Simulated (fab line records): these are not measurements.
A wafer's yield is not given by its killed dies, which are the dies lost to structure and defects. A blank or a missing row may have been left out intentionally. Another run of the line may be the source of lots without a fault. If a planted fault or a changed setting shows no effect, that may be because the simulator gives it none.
Matching of chambers :: flow sky130 :: SKY_VIA3_CMP_02 on cmp-01: 4 sister chambers
The step polishes SiO2. 4 wafers are shown with their chamber, then 8 later ones without.

## WAFERS PAIRED WITH THEIR CHAMBERS
wafer: L337.4
chamber: 0
motorCurrentA (A): 11.2

wafer: L338.2
chamber: 3
motorCurrentA (A): 11.5

wafer: L338.5
chamber: 2
motorCurrentA (A): 11.4

wafer: L347.3
chamber: 1
motorCurrentA (A): 14.2

## WAFERS WHOSE CHAMBER IS MISSING
wafer: L347.5
motorCurrentA (A): 10.6

wafer: L347.6
motorCurrentA (A): 12.5

wafer: L348.1
motorCurrentA (A): 12.3

wafer: L348.2
motorCurrentA (A): 12.1

wafer: L348.4
motorCurrentA (A): 13.7

wafer: L350.3
motorCurrentA (A): 14.7

wafer: L350.5
motorCurrentA (A): 14.4

wafer: L350.6
motorCurrentA (A): 12.0

## WHICH CHAMBER EACH ONE RAN IN
wafer: L347.5
from the rows above: can't be placed: 0 or 2 or 3
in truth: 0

wafer: L347.6
from the rows above: can't be placed: 3 or 2 or 0 or 1
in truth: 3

wafer: L348.1
from the rows above: can't be placed: 3 or 2 or 0 or 1
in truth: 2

wafer: L348.2
from the rows above: can't be placed: 3 or 2 or 0
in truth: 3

wafer: L348.4
from the rows above: 1
in truth: 1

wafer: L350.3
from the rows above: 1
in truth: 1

wafer: L350.5
from the rows above: 1
in truth: 1

wafer: L350.6
from the rows above: can't be placed: 3 or 2 or 0
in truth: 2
Correct placement for 3 of the 8. From these rows, 5 cannot be placed; in 5 the true chamber is one of the candidates. 0 placed wrongly.
How it was worked out, from the rows above alone: a wafer's distance from a chamber is the root of the sum, over the readings, of the square of ((its reading less the chamber's mean) divided by the reading's scatter). If the next closest chamber is less than 2 further off than the closest, the wafer can't be placed; otherwise it belongs to the closest. Each chamber's mean is taken over the wafers shown for it. The scatter: root of mean squared gap, hidden wafer to nearest shown wafer, with one shown wafer a chamber.
